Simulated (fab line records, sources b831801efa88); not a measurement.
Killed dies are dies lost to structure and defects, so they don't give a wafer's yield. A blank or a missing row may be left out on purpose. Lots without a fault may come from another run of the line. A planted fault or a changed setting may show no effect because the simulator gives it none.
Which tool did it? | flow gf180mcu | 14 lots, 42 wafers sampled, at 4 steps of a route of 602

WHAT THE GAUGES READ, wafer by wafer
GF_HV_LDD_TW_MEAS_38.
lot  | measured     | on            | HV_LDD_3_TW
L778 | day 11 15:49 | film_metro-04 | 1425 1414 1415
L779 | day 11 21:25 | film_metro-04 | 1423 1416 1425
L780 | day 12 02:20 | film_metro-01 | 1441 1445 1435
L781 | day 12 12:50 | film_metro-04 | 1441 1437 1434
L784 | day 13 11:01 | film_metro-04 | 1421 1414 1419
L785 | day 13 18:01 | film_metro-01 | 1444 1447 1447
L786 | day 14 03:33 | film_metro-01 | 1435 1442 1441
L787 | day 14 13:17 | film_metro-03 | 1440 1443 1442
L788 | day 14 20:03 | film_metro-03 | 1445 1443 1439
L789 | day 15 04:13 | film_metro-04 | 1432 1435 1422
L792 | day 16 02:46 | film_metro-03 | 1448 1443 1438
L793 | day 16 15:11 | film_metro-03 | 1320 1312 1307
L794 | day 16 20:18 | film_metro-04 | 1297 1301 1302
L801 | day 19 05:37 | film_metro-04 | 1428 1432 1431

GF_HV_LDD_RS_MEAS_53: measures by four-point-probe.
lot  | measured     | on            | HV_LDD_RS (ohm/sq)
L778 | day 12 11:34 | film_metro-04 | 420.3 420.7 422.1
L779 | day 12 16:46 | film_metro-03 | 416.8 418.4 418.3
L780 | day 12 21:59 | film_metro-04 | 418.5 420.1 418.1
L781 | day 13 08:14 | film_metro-04 | 420.4 419.4 419.7
L784 | day 14 08:55 | film_metro-03 | 419.5 419.5 419.5
L785 | day 14 15:38 | film_metro-03 | 419.4 418.1 418.2
L786 | day 15 01:20 | film_metro-01 | 417.1 417.8 417.5
L787 | day 15 11:37 | film_metro-03 | 421.2 420.9 419.6
L788 | day 15 18:19 | film_metro-03 | 419.5 419.3 419.9
L789 | day 16 03:07 | film_metro-03 | 418.7 418.9 417.8
L792 | day 17 02:27 | film_metro-03 | 420.7 420.6 420.7
L793 | day 17 14:53 | film_metro-03 | 440.3 440.7 440.4
L794 | day 17 20:10 | film_metro-04 | 441.6 441.4 441.1
L801 | day 20 06:01 | film_metro-01 | 419.0 418.1 418.0

GF_V1_BOW_MEAS_05.
lot  | measured     | on            | V1_BOW (um)
L778 | day 17 06:35 | film_metro-01 | 83 76 79
L779 | day 17 17:08 | film_metro-01 | 83 79 80
L780 | day 17 22:03 | film_metro-01 | 89 78 79
L781 | day 18 09:14 | film_metro-02 | 74 73 82
L784 | day 19 12:38 | film_metro-02 | 75 79 81
L785 | day 19 19:14 | film_metro-01 | 94 93 82
L786 | day 20 07:29 | film_metro-01 | 79 79 84
L787 | day 20 17:40 | film_metro-02 | 92 76 85
L788 | day 21 00:15 | film_metro-02 | 92 79 80
L789 | day 21 09:32 | film_metro-02 | 58 82 82
L792 | day 22 09:44 | film_metro-01 | 75 82 87
L801 | day 25 07:58 | film_metro-01 | 85 64 73

WHICH TOOL RAN EACH LOT (tool, then ch and the chambers of the sampled wafers, then the start)
lot  | GF_HV_LDD_IMPLANT_33
L778 | implanter-04 ch 0, day 11 15:07
L779 | implanter-04 ch 0, day 11 20:41
L780 | implanter-04 ch 0, day 12 01:38
L781 | implanter-02 ch 0, day 12 12:08
L784 | implanter-01 ch 0, day 13 10:19
L785 | implanter-04 ch 0, day 13 17:20
L786 | implanter-02 ch 0, day 14 02:53
L787 | implanter-01 ch 0, day 14 12:36
L788 | implanter-04 ch 0, day 14 19:22
L789 | implanter-01 ch 0, day 15 03:31
L792 | implanter-04 ch 0, day 16 02:05
L793 | implanter-04, day 16 14:31
L794 | implanter-01, day 16 19:37
L801 | implanter-01 ch 0, day 19 04:58
- GF_HV_LDD_IMPLANT_33

WHAT THE TOOLS THEMSELVES READ (means of the sampled wafers that have a number; where no wafer has one, the mark that the record gives instead)
GF_HV_LDD_IMPLANT_33.
lot  | tool         | beam_energy_keV | beam_on_s (s) | faraday_current_uA
L778 | implanter-04 | 59.978          | 10.05         | 42.2
L779 | implanter-04 | 60.012          | 9.89          | 42.8
L780 | implanter-04 | 60.007          | 10.08         | 42.0
L781 | implanter-02 | 59.979          | 9.90          | 42.7
L784 | implanter-01 | 60.013          | 9.87          | 42.7
L785 | implanter-04 | 59.997          | 9.93          | 42.7
L786 | implanter-02 | 60.009          | 9.99          | 42.3
L787 | implanter-01 | 60.025          | 10.08         | 42.0
L788 | implanter-04 | 59.991          | 10.22         | 41.4
L789 | implanter-01 | 60.010          | 9.93          | 42.6
L792 | implanter-04 | 59.986          | 10.29         | 41.1
L793 | implanter-04 | -               | -             | -
L794 | implanter-01 | -               | -             | -
L801 | implanter-01 | 59.969          | 10.05         | 42.1

THE ANSWER, worked out from the rows above alone
Rule: what is usual is taken from the lots themselves. Put in order of their means at a reading, lots are off if they are a third of the lots or fewer, leave a main group of 4 or more, and stand apart from it by a gap of 3 or more times the standard deviation of the main group's means; of several such gaps the widest counts. A main group whose means are all the same, to the digits that the tables above print for the reading, isn't used. A lot without any number at a reading at which 4 lots or more have one is off too. The other lots that the step has rows for count as sound. The gauges are gone through in route order, then the tools' own readings, and for those a lot's mean is taken as printed above. The first step at which some lot is off is used, and at that step the reading that is off furthest; a lot without a number counts as furthest.
Off: L793, L794, at GF_HV_LDD_TW_MEAS_38 (HV_LDD_3_TW). The main group: mean 1434, standard deviation 9.7.
A tool fits if, at a process step before that reading, it ran every lot that is off, and no sound lot after the first of them. The gauges at GF_HV_LDD_TW_MEAS_38 aren't tried: what is off there is off at GF_HV_LDD_IMPLANT_33 too, on other tools, and a gauge's error can't cause that. None of those tried fits.

WHAT THE SIMULATOR HAD PUT IN
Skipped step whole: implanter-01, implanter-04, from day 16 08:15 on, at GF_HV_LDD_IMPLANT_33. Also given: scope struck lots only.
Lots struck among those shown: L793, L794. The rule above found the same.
